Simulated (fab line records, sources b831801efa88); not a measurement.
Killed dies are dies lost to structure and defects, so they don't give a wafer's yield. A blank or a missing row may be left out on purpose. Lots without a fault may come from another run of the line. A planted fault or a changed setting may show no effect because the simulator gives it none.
fab line records | flow gf180mcu
record lots=13 wafers=39 last_day=34
route steps=602 shown STI@16 LVPWELL@62 NWELL@137 POLY_GATE@167
lots that met no fault: from a run of the same line without faults
start_h: hours from the record's first day to the start of the lot's first wafer shown | wait_h: hours since the lot's step before | " the same as in the row above | L1.1+2: a row that stands for several wafers | - no value, or no start given | * or withheld: withheld | < > ~ a bound
route shown NAME@n: a module of which the file shows steps, and the number in the route of the first | usual: mean/standard deviation of fault-free wafers | same: alike in all rows | chamber/n: place in a boat | sites: the reading at each site | _std_site: their standard deviation | _edge_site: outer sites' mean less inner sites' | radius_mm: how far each site lies from the wafer's centre | mask NAME#n: copy n | behind: the tool/chamber that last shaped the wafer | hold: why the lot was held/for how many hours/how that ended | device: the transistor (n, p or np) that didn't switch | end of line: the same wafers' tests at the end of the route | a step without rows: its recipe alone | killed: dies lost to structure and defects at the first sort, not the wafer's yield | map: a wafer's dies, x killed, . not, _ none there
set.NAME: the setting as run; set.NAME@STEP: as run at that earlier step | model.NAME: the simulator's own value behind a step, which no gauge read
steps of the route over a sample of lots; a table a step, a row a wafer
services: from which hour (start_h, from the record's first day; less than 0 if before it) a tool's chamber was out of use, for how many hours, and why
## steps
# step GF_STI_STRIP_15
# recipe chemistry=O2/N2 power_w=1400 pressure_mtorr=1500 platen_temp_c=250 o2_flow_sccm=3000 n2_flow_sccm=300 overash_fraction=0.5
# usual drypump_motor_current_A=5.82/0.16 heater_power_w=336/30 n2_flow_sccm=300.1/0.92 oes_product_au=0.384/0.0046 platen_temp_c=249.97/0.18 strip_time_to_endpoint_s=3.73/0.044
# same overash_fraction=0.5
# columns lot.wafer tool chamber start_h wait_h drypump_motor_current_A heater_power_w n2_flow_sccm oes_product_au platen_temp_c rf_hours_counter_h strip_time_to_endpoint_s
L809.1 plasma_asher-03 0 32.66 0.0 5.69 369 299.5 0.374 250.08 25 3.71
L809.4 " 1 " " 5.86 381 300.6 0.385 249.51 - 3.80
L809.6 " 0 " " 5.71 383 300.3 0.385 250.00 - 3.71
L810.1 plasma_asher-04 1 35.98 0.0 6.08 329 299.3 0.379 249.88 37 3.72
L810.3 " 1 " " 6.08 333 299.8 0.378 250.00 - 3.80
L810.6 " 0 " " 5.89 320 299.8 0.383 249.93 - 3.72
L811.2 plasma_asher-01 0 40.53 0.0 5.68 289 300.9 0.383 250.23 39 3.75
L811.3 " 0 " " 5.69 292 300.1 0.394 250.11 - 3.80
L811.5 " 0 " " 5.66 294 299.1 0.370 250.16 - 3.64
L812.1 plasma_asher-04 0 45.71 0.0 5.91 322 301.3 0.387 250.21 38 3.77
L812.3 " 1 " " 6.10 337 301.3 0.380 250.27 - 3.76
L812.6 " 1 " " 6.10 333 301.2 0.376 250.16 - 3.76
L813.3 plasma_asher-04 0 50.50 0.1 5.88 325 299.9 0.379 249.98 - 3.74
L813.5 " 1 " " 6.07 334 299.2 0.376 249.88 - 3.77
L813.6 " 0 " " 5.89 317 300.5 0.385 249.97 - 3.70
L814.2 plasma_asher-03 0 56.79 0.0 5.70 372 298.5 0.379 249.99 28 3.80
L814.5 " 1 " " 5.89 382 301.2 0.383 249.90 - 3.75
L814.6 " 0 " " 5.69 378 301.2 0.385 250.09 - 3.73
L815.1 plasma_asher-04 0 62.01 0.0 5.88 316 302.4 0.388 249.89 40 3.77
L815.2 " 1 " " 6.06 344 300.6 0.389 250.08 40 3.70
L815.6 " 1 " " 6.04 331 298.6 0.384 249.64 - 3.66
L821.1 plasma_asher-04 1 92.04 0.0 6.12 336 300.0 0.385 250.40 43 3.80
L821.5 " 1 " " 6.12 330 299.0 0.378 250.42 - 3.69
L821.6 " 0 " " 5.88 317 299.4 0.389 250.09 - 3.81
L824.3 plasma_asher-01 1 107.27 0.1 5.72 359 301.1 0.387 250.19 - 3.69
L824.4 " 0 " " 5.63 299 298.7 0.385 249.97 - 3.78
L824.6 " 0 " " 5.62 299 301.6 0.391 249.84 - 3.76
L825.1 plasma_asher-03 1 114.24 0.0 5.92 399 299.4 0.384 250.18 34 3.76
L825.4 " 0 " " 5.69 365 301.6 0.386 250.14 - 3.71
L825.6 " 0 " " 5.69 381 299.6 0.386 250.08 - 3.76
L826.4 plasma_asher-04 0 118.82 0.1 5.89 330 300.3 0.388 249.84 - 3.72
L826.5 " 1 " " 6.11 348 300.2 0.376 250.19 - 3.66
L826.6 " 0 " " 5.90 328 300.0 0.384 249.69 - 3.72
L827.1 plasma_asher-01 1 125.84 0.0 5.70 360 300.2 0.382 249.92 48 3.72
L827.5 " 1 " " 5.70 358 300.6 0.387 249.86 - 3.74
L827.6 " 0 " " 5.65 293 300.1 0.384 249.81 - 3.75
L831.2 plasma_asher-01 0 147.31 0.0 5.65 298 300.2 0.381 250.21 51 3.68
L831.5 " 1 " " 5.76 360 298.8 0.390 249.79 - 3.68
L831.6 " 0 " " 5.58 287 298.9 0.392 250.09 - 3.74
# step GF_LVPWELL_IMPLANT_08
# recipe species=B energy_kev=170 dose_cm2=1.5e+13 tilt_deg=0
# usual beam_energy_keV=169.99/0.047
# columns lot.wafer tool chamber start_h wait_h beam_energy_keV
L809.1 implanter-01 0 76.88 0.0 169.99
L809.4 " 0 " " 169.99
L809.6 " 0 " " 170.05
L810.1 implanter-04 0 82.25 0.0 169.91
L810.3 " 0 " " 169.93
L810.6 " 0 " " 169.99
L811.2 implanter-01 0 85.32 0.0 170.07
L811.3 " 0 " " 170.05
L811.5 " 0 " " 169.97
L812.1 implanter-01 0 90.38 0.0 169.98
L812.3 " 0 " " 170.03
L812.6 " 0 " " 169.98
L813.3 implanter-01 0 96.30 0.1 170.05
L813.5 " 0 " " 169.95
L813.6 " 0 " " 169.95
L814.2 implanter-03 0 101.65 0.0 170.04
L814.5 " 0 " " 170.03
L814.6 " 0 " " 169.99
L815.1 implanter-03 0 107.35 0.0 170.01
L815.2 " 0 " " 169.97
L815.6 " 0 " " 170.09
L821.1 implanter-03 0 138.00 0.0 148.53
L821.5 " 0 " " 148.62
L821.6 " 0 " " 148.60
L824.3 implanter-03 0 158.67 0.1 148.60
L824.4 " 0 " " 148.59
L824.6 " 0 " " 148.55
L825.1 implanter-04 0 173.00 0.0 169.98
L825.4 " 0 " " 169.99
L825.6 " 0 " " 169.98
L826.4 implanter-01 0 173.42 0.1 170.05
L826.5 " 0 " " 169.99
L826.6 " 0 " " 170.02
L827.1 implanter-04 0 185.75 0.0 170.03
L827.5 " 0 " " 170.04
L827.6 " 0 " " 170.00
L831.2 implanter-01 0 203.30 0.0 170.02
L831.5 " 0 " " 170.02
L831.6 " 0 " " 170.00
# step GF_VT_IMPLANT_RS_MEAS_47
# recipe thk_meas_gauge=four-point-probe
# usual NWELL_RS=488.6/1.3
# columns lot.wafer tool chamber start_h wait_h NWELL_RS[ohm/sq]
L809.1 film_metro-01 - 164.55 0.1 490.1
L809.4 " - " " 489.4
L809.6 " - " " 489.0
L810.1 film_metro-01 - 170.66 0.1 487.0
L810.3 " - " " 487.9
L810.6 " - " " 488.8
L811.2 film_metro-01 - 175.82 0.1 487.1
L811.3 " - " " 487.0
L811.5 " - " " 486.0
L812.1 film_metro-03 - 180.05 0.1 489.3
L812.3 " - " " 489.1
L812.6 " - " " 489.5
L813.3 film_metro-02 - 186.98 0.1 486.7
L813.5 " - " " 487.7
L813.6 " - " " 487.0
L814.2 film_metro-02 - 193.96 0.1 485.9
L814.5 " - " " 486.5
L814.6 " - " " 486.6
L815.1 film_metro-01 - 202.24 0.1 489.2
L815.2 " - " " 488.8
L815.6 " - " " 488.9
L821.1 film_metro-01 - 239.35 0.1 488.6
L821.5 " - " " 489.8
L821.6 " - " " 488.6
L824.3 film_metro-01 - 265.69 0.1 489.4
L824.4 " - " " 489.2
L824.6 " - " " 490.9
L825.1 film_metro-02 - 281.20 0.1 487.1
L825.4 " - " " 486.7
L825.6 " - " " 488.8
L826.4 film_metro-03 - 282.16 0.1 489.5
L826.5 " - " " 490.1
L826.6 " - " " 490.9
L827.1 film_metro-02 - 296.30 0.1 487.0
L827.5 " - " " 487.6
L827.6 " - " " 487.9
L831.2 film_metro-02 - 317.28 0.1 489.1
L831.5 " - " " 489.4
L831.6 " - " " 489.6
# step GF_VT_IMPLANT_RS_MEAS_48
# recipe thk_meas_gauge=four-point-probe
# usual LVPWELL_RS=1196.6/2.9
# columns lot.wafer tool chamber start_h wait_h LVPWELL_RS[ohm/sq]
L809.1 film_metro-01 - 164.67 0.1 1192.8
L809.4 " - " " 1194.8
L809.6 " - " " 1197.0
L810.1 film_metro-01 - 170.78 0.1 1200.2
L810.3 " - " " 1194.3
L810.6 " - " " 1192.4
L811.2 film_metro-01 - 175.94 0.1 1196.1
L811.3 " - " " 1194.1
L811.5 " - " " 1192.2
L812.1 film_metro-03 - 180.17 0.1 1194.9
L812.3 " - " " 1195.3
L812.6 " - " " 1193.2
L813.3 film_metro-02 - 187.10 0.1 1201.3
L813.5 " - " " 1196.8
L813.6 " - " " 1203.2
L814.2 film_metro-02 - 194.08 0.1 1192.3
L814.5 " - " " 1198.2
L814.6 " - " " 1198.9
L815.1 film_metro-01 - 202.36 0.1 1196.2
L815.2 " - " " 1195.6
L815.6 " - " " 1194.6
L821.1 film_metro-01 - 239.47 0.1 1231.5
L821.5 " - " " 1229.7
L821.6 " - " " 1229.4
L824.3 film_metro-01 - 265.81 0.1 1229.3
L824.4 " - " " 1227.7
L824.6 " - " " 1227.6
L825.1 film_metro-02 - 281.32 0.1 1193.0
L825.4 " - " " 1195.3
L825.6 " - " " 1196.0
L826.4 film_metro-03 - 282.28 0.1 1196.4
L826.5 " - " " 1199.7
L826.6 " - " " 1198.6
L827.1 film_metro-02 - 296.42 0.1 1196.3
L827.5 " - " " 1194.3
L827.6 " - " " 1199.3
L831.2 film_metro-02 - 317.40 0.1 1197.1
L831.5 " - " " 1197.0
L831.6 " - " " 1196.6
# step GF_POLY_GATE_CD_MEAS_10
# recipe target_cd_nm=280
# usual cd_nm=280.1/1.3
# columns lot.wafer tool chamber start_h wait_h cd_nm
L809.1 cd_sem-02 - 204.24 0.1 278.7
L809.4 " - " " 277.1
L809.6 " - " " 278.8
L810.1 cd_sem-02 - 210.39 0.1 279.7
L810.3 " - " " 280.8
L810.6 " - " " 279.4
L811.2 cd_sem-02 - 215.53 0.1 279.8
L811.3 " - " " 279.9
L811.5 " - " " 280.9
L812.1 cd_sem-01 - 220.07 0.1 281.9
L812.3 " - " " 280.8
L812.6 " - " " 281.8
L813.3 cd_sem-01 - 228.73 0.1 280.4
L813.5 " - " " 280.8
L813.6 " - " " 280.5
L814.2 cd_sem-02 - 234.48 0.1 280.1
L814.5 " - " " 279.1
L814.6 " - " " 279.8
L815.1 cd_sem-01 - 243.84 0.1 278.8
L815.2 " - " " 279.6
L815.6 " - " " 280.0
L821.1 cd_sem-01 - 282.26 0.1 280.7
L821.5 " - " " 281.6
L821.6 " - " " 281.8
L824.3 cd_sem-01 - 310.68 0.1 279.7
L824.4 " - " " 278.3
L824.6 " - " " 278.7
L825.1 cd_sem-02 - 326.52 0.1 280.2
L825.4 " - " " 281.2
L825.6 " - " " 280.9
L826.4 cd_sem-02 - 328.13 0.1 280.5
L826.5 " - " " 279.8
L826.6 " - " " 277.9
L827.1 cd_sem-02 - 343.89 0.1 280.2
L827.5 " - " " 279.5
L827.6 " - " " 278.4
L831.2 cd_sem-01 - 367.20 0.1 279.8
L831.5 " - " " 279.6
L831.6 " - " " 280.7
## services
# columns tool chamber start_h hours kind
implanter-03 - 14.15 10.2 repair
plasma_asher-01 - 23.83 2.2 repair
plasma_asher-01 - 25.26 3.3 repair
implanter-01 - 43.97 3.9 pm
implanter-04 - 47.68 1.8 repair
plasma_asher-03 - 76.47 2.3 repair
plasma_asher-04 - 108.75 9.0 pm
plasma_asher-04 0 108.75 9.0 vent_cycle
plasma_asher-04 1 108.75 9.0 vent_cycle
implanter-04 - 115.33 3.2 pm
plasma_asher-04 0 117.75 - clean
plasma_asher-04 1 117.75 - clean
plasma_asher-03 - 123.17 15.6 pm
plasma_asher-03 - 151.66 8.0 repair
implanter-01 - 185.74 14.9 repair
## key
first_sign step=GF_LVPWELL_IMPLANT_08 reading=beam_energy_keV direction=down sigmas=99+ usual=169.99 struck=148.58
effect step=GF_VT_IMPLANT_RS_MEAS_48 reading=LVPWELL_RS direction=up sigmas=11 usual=1196.6 struck=1229.2
met_at GF_LVPWELL_IMPLANT_08
struck_lots L821,L824
tester_left_out L821,L824
not_acting_at GF_STI_STRIP_15,GF_VT_IMPLANT_RS_MEAS_47,GF_POLY_GATE_CD_MEAS_10
onset_between 107.35 138.00
fault kind=process_parameter_drift tool=implanter-03 chamber=- onset_h=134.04 steps=GF_LVPWELL_IMPLANT_08 channel=energy_kev offset=-21.44 shape=step end_h=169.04 acts_in=these_recipes_only stated=170
# tester_left_out: of these lots the tester's yield and bins aren't shown, on N5 and GAA mostly nor the transistor test; their killed dies are dies lost to structure and defects alone, not to doping, threshold or leakage, so they don't give the yield
